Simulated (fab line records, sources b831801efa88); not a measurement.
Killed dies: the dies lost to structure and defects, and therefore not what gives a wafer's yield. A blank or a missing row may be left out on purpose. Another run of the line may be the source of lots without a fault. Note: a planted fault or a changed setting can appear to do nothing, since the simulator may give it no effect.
Comparing a struck lot with a sound one || flow sky130 || 17 steps out of a route of 708
Sound: these wafers, L260.2, L260.4, L260.5. The struck wafers were L249.4, L249.5, L249.6. The cause comes at the end.
Each step with rows lists, per side, the tool, then ch with its chambers, then its first start. Under that, the readings that differ: sound wafers || struck wafers || difference of the means || sigmas: that difference in standard deviations of wafers without a fault.
alike: a reading whose means differ by less than 2 such deviations, as well as words and numbers matching on both sides. not compared: withheld readings; readings where some wafer has no value; bounds like >300 that might hide an equal value; numbers whose values overlap and for which the record gives no deviation.
The two part at a step that has a row with sigmas, a row that says differs or no value, or rows on one side only. When numbers do not overlap yet have no deviation, they are printed without sigmas and do not part them. A reading missing from all wafers of one side parts the sides only when that side holds two or more wafers.

SKY_LOCAL_INTERCONNECT_RS_MEAS_01: measures by four-point-probe.
  sound: film metro-04 at day 36 02:44; struck: film metro-03 at day 32 11:38
  alike: LOCAL_INTERCONNECT_TIN_RS
SKY_LOCAL_INTERCONNECT_THK_MEAS_02: measures by xrf.
  sound: film metro-04 at day 36 02:51; struck: film metro-03 at day 32 11:44
  alike: LOCAL_INTERCONNECT_TIN_THK
then, 8 steps without rows for these wafers: SKY_LOCAL_INTERCONNECT_DEHYDRATE_03 (time 60 s); SKY_LOCAL_INTERCONNECT_HMDS_04 (prime time 60 s); SKY_LOCAL_INTERCONNECT_COAT_05 (resist thk 59.36 nm); SKY_LOCAL_INTERCONNECT_COAT_06 (resist thk 450 nm); SKY_LOCAL_INTERCONNECT_SOFTBAKE_07 (time 90 s); SKY_LOCAL_INTERCONNECT_EXPOSE_08 (exposes mask LI1M, target cd 170 nm); SKY_LOCAL_INTERCONNECT_PEB_09; SKY_LOCAL_INTERCONNECT_DEVELOP_10 (develop time 60 s).
SKY_LOCAL_INTERCONNECT_CD_MEAS_11 targets a cd of 170 nm.
  sound: cd sem-01 at day 37 03:46; struck: cd sem-02 at day 33 13:37
  alike: cd nm
SKY_LOCAL_INTERCONNECT_OVL_MEAS_12:
  sound: overlay-01 at day 37 03:52; struck: overlay-01 at day 33 13:41
  alike: LOCAL_INTERCONNECT_OVL
SKY_LOCAL_INTERCONNECT_ETCH_13: etches BARC in N2/H2, stops on SiO2, time 45.9 s, target depth 60 nm.
  sound on rie metal-02 ch 0, day 37 03:54; struck on rie metal-03 ch 0,1, day 33 13:44
{"reading": "oes product au (a.u.)", "sound": "0.862 0.847 0.854", "struck": "0.821 0.813 0.821", "difference": -0.036, "sigmas": -7}
{"reading": "model.KrF-thick_of_LOCAL_INTERCONNECT_COAT_06.thk nm (nm)", "sound": "393.7 391.8 394.1", "struck": "406.2 406.3 405.6", "difference": "+12.8", "sigmas": ""}
{"reading": "model.etch.depth nm (nm)", "sound": "59.63 59.71 59.66", "struck": "56.51 55.27 56.17", "difference": -3.68, "sigmas": ""}
{"reading": "model.LOCAL_INTERCONNECT.cd nm (nm)", "sound": "169.1 170.3 168.5", "struck": "173.6 171.5 171", "difference": "+2.7", "sigmas": ""}
  alike: drypump motor current A, throttle valve pct
  not compared: rf hours counter h
SKY_LOCAL_INTERCONNECT_METAL_ETCH_14: etches TiN in Cl2/BCl3, stops on PSG, target depth 110 nm, time 31.4 s.
  sound on rie metal-02 ch 0, day 37 03:58; struck on rie metal-03 ch 0,1, day 33 13:47
{"reading": "oes product au (a.u.)", "sound": "0.934 0.946 0.930", "struck": "0.394 0.383 0.377", "difference": -0.552, "sigmas": -75}
{"reading": "throttle valve pct (%)", "sound": "21.896 21.906 21.903", "struck": "22.261 22.263 22.257", "difference": "+0.359", "sigmas": "+33"}
{"reading": "model.KrF-thick_of_LOCAL_INTERCONNECT_COAT_06.thk nm (nm)", "sound": "349.7 347.4 349.9", "struck": "361.1 362 360.2", "difference": "+12.1", "sigmas": ""}
  alike: drypump motor current A
  not compared: rf hours counter h, model.LOCAL_INTERCONNECT.cd nm
SKY_LOCAL_INTERCONNECT_STRIP_15: strips in O2/N2.
  sound on plasma asher-02 ch 0,1, day 37 04:01; struck on plasma asher-01 ch 0,1, day 33 13:51
{"reading": "oes product au (a.u.)", "sound": "0.423 0.429 0.420", "struck": "0.442 0.429 0.431", "difference": "+0.010", "sigmas": "+2"}
{"reading": "strip time to endpoint s (s)", "sound": "4.712 4.720 4.715", "struck": "4.850 4.840 4.828", "difference": "+0.124", "sigmas": "+6"}
  alike: drypump motor current A
  not compared: rf hours counter h
then, 1 step without rows for these wafers: SKY_LOCAL_INTERCONNECT_STRIP_16 (strips in post etch residue remover, time 1200 s).
-- record jumps: 15 days separate the struck wafers' starts on either side; left off in module LOCAL_INTERCONNECT, taken up again in module PAD_OPEN, whose first shown step is the route's number 708 --
SKY_PAD_OPEN_PROBE_99:
  sound: prober-02 at day 50 19:18; struck: prober-02 at day 48 07:01
{"reading": "killed at contacts", "sound": "19 24 21", "struck": "426 424 426", "difference": "+404", "sigmas": "+75"}
{"reading": "killed dies", "sound": "95 90 94", "struck": "491 489 485", "difference": "+395", "sigmas": "+45"}
{"reading": "killed on rim", "sound": "17 7 16", "struck": "96 96 96", "difference": "+83", "sigmas": "+24"}
  alike: killed_at_M0_to_M3, killed_at_M4_up, killed at front end, killed at other, killed open, killed short

## WHERE THEY PART
Earliest at SKY_LOCAL_INTERCONNECT_ETCH_13; latest, in this record, at SKY_PAD_OPEN_PROBE_99.

WHY: what had been put in by the simulator
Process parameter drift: rie metal-03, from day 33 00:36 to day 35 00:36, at SKY_LOCAL_INTERCONNECT_ETCH_13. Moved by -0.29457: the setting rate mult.
